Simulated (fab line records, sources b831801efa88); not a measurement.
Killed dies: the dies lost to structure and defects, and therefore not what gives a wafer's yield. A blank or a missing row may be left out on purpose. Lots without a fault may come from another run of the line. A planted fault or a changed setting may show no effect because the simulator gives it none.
Check of tool commonality | flow sky130 | Sampled: 15 lots, 45 wafers

## REASON FOR OPENING
Of 15 lots, 3 have the reading VIA1_HDPCVD_THK flagged at SKY_VIA1_THK_MEAS_01. Fault-free wafers read 1034 nm, with a standard deviation of 12.
Rule: a lot is flagged when every wafer of it that has a number lies more than 4 standard deviations from that mean, or none has a number. The rest of the lots are taken to be sound.

lot  | measured     | on            | VIA1_HDPCVD_THK (nm), wafer by wafer | flag
L312 | day 34 09:23 | film_metro-01 | 1040 1052 1036                       |
L314 | day 34 20:04 | film_metro-01 | 1038 1032 1050                       |
L313 | day 34 20:18 | film_metro-01 | 1014 1033 1032                       |
L315 | day 35 04:56 | film_metro-03 | 1048 1045 1038                       |
L316 | day 35 14:49 | film_metro-02 | 1023 1031 1025                       |
L320 | day 37 06:12 | film_metro-01 | 1817 1799 1812                       | FLAGGED
L321 | day 37 10:38 | film_metro-01 | 1816 1820 1788                       | FLAGGED
L322 | day 37 17:10 | film_metro-03 | 1793 1805 1822                       | FLAGGED
L326 | day 39 06:44 | film_metro-01 | 1041 1030 1049                       |
L328 | day 39 14:58 | film_metro-02 | 1050 1034 1032                       |
L331 | day 40 10:09 | film_metro-02 | 1032 1041 1044                       |
L332 | day 40 10:30 | film_metro-01 | 1023 1031 1028                       |
L333 | day 40 17:04 | film_metro-03 | 1039 1024 1031                       |
L334 | day 40 19:27 | film_metro-01 | 1037 1045 1033                       |
L335 | day 41 01:06 | film_metro-02 | 1053 1036 1024                       |
The mean of the flagged lots' numbers is 1808 nm, +774 nm from the usual (+64 standard deviations).

## WHICH TOOL RAN EACH LOT
The record keeps 1 process step preceding the reading, out of 708 steps on the route. Each cell gives the tool, then ch followed by the chambers the sampled wafers passed through, then the start.
lot  | flag    | SKY_VIA1_HDPCVD_00
L312 |         | hdpcvd-02 ch 0,1, day 34 09:16
L314 |         | hdpcvd-02 ch 0,1,2, day 34 19:56
L313 |         | hdpcvd-01 ch 1, day 34 20:08
L315 |         | hdpcvd-01 ch 1,2, day 35 04:49
L316 |         | hdpcvd-01 ch 1,2, day 35 14:42
L320 | FLAGGED | hdpcvd-02 ch 0,1,2, day 37 06:04
L321 | FLAGGED | hdpcvd-02 ch 0,1,2, day 37 10:34
L322 | FLAGGED | hdpcvd-02 ch 0,1,2, day 37 17:03
L326 |         | hdpcvd-01 ch 0,1,2, day 39 06:37
L328 |         | hdpcvd-01 ch 0,1, day 39 14:51
L331 |         | hdpcvd-02 ch 0,1, day 40 10:02
L332 |         | hdpcvd-01 ch 0,1,2, day 40 10:23
L333 |         | hdpcvd-02 ch 0,1,2, day 40 16:58
L334 |         | hdpcvd-02 ch 0,2, day 40 19:20
L335 |         | hdpcvd-02 ch 0,1, day 41 00:59
What is done by these steps:
- SKY_VIA1_HDPCVD_00: deposits SiO2, target thk 1030 nm, time 171.7 s.
- SKY_VIA1_THK_MEAS_01

## FLAGGED OVER TOTAL, TOOL BY TOOL (the gauges that took the reading come last)
step                 | tool          | lots run | flagged | share of the flagged lots | sound lots run after its first flagged lot
SKY_VIA1_HDPCVD_00   | hdpcvd-01     | 6        | 0       | none                      | -
SKY_VIA1_HDPCVD_00   | hdpcvd-02     | 9        | 3       | all                       | 4 (L331,L333,L334,L335)
SKY_VIA1_THK_MEAS_01 | film_metro-01 | 8        | 2       | some                      | 3 (L326,L332,L334)
SKY_VIA1_THK_MEAS_01 | film_metro-02 | 4        | 0       | none                      | -
SKY_VIA1_THK_MEAS_01 | film_metro-03 | 3        | 1       | some                      | 1 (L333)

## WHAT THE TABLE PERMITS
1 row of the table ran every flagged lot: hdpcvd-02 at SKY_VIA1_HDPCVD_00.
- hdpcvd-02 at SKY_VIA1_HDPCVD_00 ran 9 lots, 3 of them flagged. Sound lots followed the first flagged one (L331, L333, L334, L335) on it, something a lasting fault affecting the whole tool could not allow.
Every row of the table either missed a flagged lot or ran a sound lot after the first.

## WHAT THE SIMULATOR HAD PUT IN
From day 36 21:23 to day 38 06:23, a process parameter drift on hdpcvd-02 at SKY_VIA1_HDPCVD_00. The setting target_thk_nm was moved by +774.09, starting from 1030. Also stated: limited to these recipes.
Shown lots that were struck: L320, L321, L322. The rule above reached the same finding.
